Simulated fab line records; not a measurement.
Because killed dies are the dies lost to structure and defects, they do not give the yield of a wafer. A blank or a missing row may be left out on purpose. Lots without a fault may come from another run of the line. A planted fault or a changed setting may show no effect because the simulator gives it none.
What tool caused it?	flow gf180mcu	11 lots, 33 wafers sampled, at 5 steps of a route of 602

WHAT THE GAUGES SHOWED, per wafer
GF_MIM_THK_MEAS_06.
lot	measured	on	MIM_CVD_05_THK (nm)
L140	day 24 06:13	film metro-04	41.5 41.6 42.5
L143	day 25 08:43	film metro-04	42.5 42.5 42.5
L146	day 26 09:54	film metro-02	41.2 42.1 42.1
L148	day 27 02:38	film metro-04	41.8 42.2 42.5
L149	day 27 14:14	film metro-03	41.4 41.7 42.0
L150	day 28 06:26	film metro-04	41.9 42.1 42.3
L153	day 28 17:19	film metro-04	41.4 41.8 42.4
L157	day 30 02:11	film metro-02	41.4 50.6 42.4 41.5 50.6 42.3
L161	day 31 00:03	film metro-04	42.5 43.0 42.4
L162	day 31 07:19	film metro-03	42.2 41.9 42.5
L163	day 31 14:08	film metro-04	41.3 41.6 41.8

TOOL THAT RAN EACH LOT (tool first, then ch and the chambers of the sampled wafers, then the start)
lot	GF_M4_SPUTTER_04	GF_M4_METAL_ETCH_16	GF_M4_STRIP_17	GF_MIM_CVD_05
L140	pvd sputter-04, day 22 04:16	rie metal-02 ch 0,1, day 23 03:49	plasma asher-03 ch 0,1, day 23 03:56	pecvd-02 ch 0,2, day 24 06:11
L143	pvd sputter-01, day 23 09:46	rie metal-04 ch 0,1, day 24 07:51	plasma asher-01 ch 0, day 24 07:58	pecvd-02 ch 0,1, day 25 08:41
L146	pvd sputter-01, day 24 12:41	rie metal-04 ch 0,1, day 25 09:47	plasma asher-04 ch 0,1, day 25 09:54	pecvd-02 ch 0,1,2, day 26 09:51
L148	pvd sputter-02, day 25 05:40	rie metal-04 ch 0,1, day 26 02:31	plasma asher-04 ch 0,1, day 26 02:38	pecvd-01 ch 0,1,2, day 27 02:36
L149	pvd sputter-02, day 25 17:16	rie metal-04 ch 0,1, day 26 14:53	plasma asher-03 ch 0,1, day 26 15:00	pecvd-01 ch 0,2, day 27 14:11
L150	pvd sputter-02, day 26 11:14	rie metal-02 ch 0, day 27 07:25	plasma asher-01 ch 0,1, day 27 07:32	pecvd-02 ch 0,2, day 28 06:23
L153	pvd sputter-01, day 26 22:37	rie metal-04 ch 0,1, day 27 18:42	plasma asher-04 ch 0,1, day 27 18:49	pecvd-03 ch 0,2, day 28 17:17
L157	pvd sputter-04, day 28 09:45	rie metal-04 ch 0, day 29 04:45	plasma asher-04 ch 0,1, day 29 04:56	pecvd-02 ch 0,1,2, day 30 02:08
L161	pvd sputter-02, day 29 07:42	rie metal-04 ch 0,1, day 30 03:06	plasma asher-03 ch 0,1, day 30 03:13	pecvd-03 ch 0,1,2, day 31 00:00
L162	pvd sputter-04, day 29 15:59	rie metal-04 ch 0,1, day 30 10:18	plasma asher-04 ch 0,1, day 30 10:25	pecvd-03 ch 1,2, day 31 07:17
L163	pvd sputter-01, day 29 23:13	rie metal-02 ch 0,1, day 30 17:13	plasma asher-04 ch 0,1, day 30 17:20	pecvd-01 ch 0,2, day 31 14:05
- GF_M4_SPUTTER_04: material TiN, target thk 50 nm, time 41.7 s.
- GF_M4_METAL_ETCH_16: etches the open film in Cl2/BCl3, stops on SiO2, target depth 627.5 nm, time 104.6 s.
- GF_M4_STRIP_17: strips in O2/N2.
- GF_MIM_CVD_05: deposits Si3N4, target thk 42 nm, time 29.086 s.

THE ANSWER, worked out from the rows above alone
Rule: the lots themselves supply what counts as usual. Put in order of their means at a reading, lots are off if they are a third of the lots or fewer, leave a main group of 4 or more, and stand apart from it by a gap of 3 or more times the standard deviation of the main group's means; of several such gaps the widest counts. The tables above print the reading to a certain number of digits; a main group whose means all agree to those digits is not used. A lot without any number at a reading at which 4 lots or more have one is off too. Any other lot the step has rows for is counted as sound.
Off: L157, seen at GF_MIM_THK_MEAS_06 (MIM_CVD_05_THK). For the main group the mean is 42.0 nm and the standard deviation 0.33.
If a tool, at a process step before that reading, ran all the lots that are off and no sound lot after the first of them, it fits. Those tools and the gauges at GF_MIM_THK_MEAS_06 are tried in the same way. This does not decide it: 2 tools fit, namely pecvd-02 at GF_MIM_CVD_05 and film metro-02 at GF_MIM_THK_MEAS_06.

WHAT THE SIMULATOR PUT IN
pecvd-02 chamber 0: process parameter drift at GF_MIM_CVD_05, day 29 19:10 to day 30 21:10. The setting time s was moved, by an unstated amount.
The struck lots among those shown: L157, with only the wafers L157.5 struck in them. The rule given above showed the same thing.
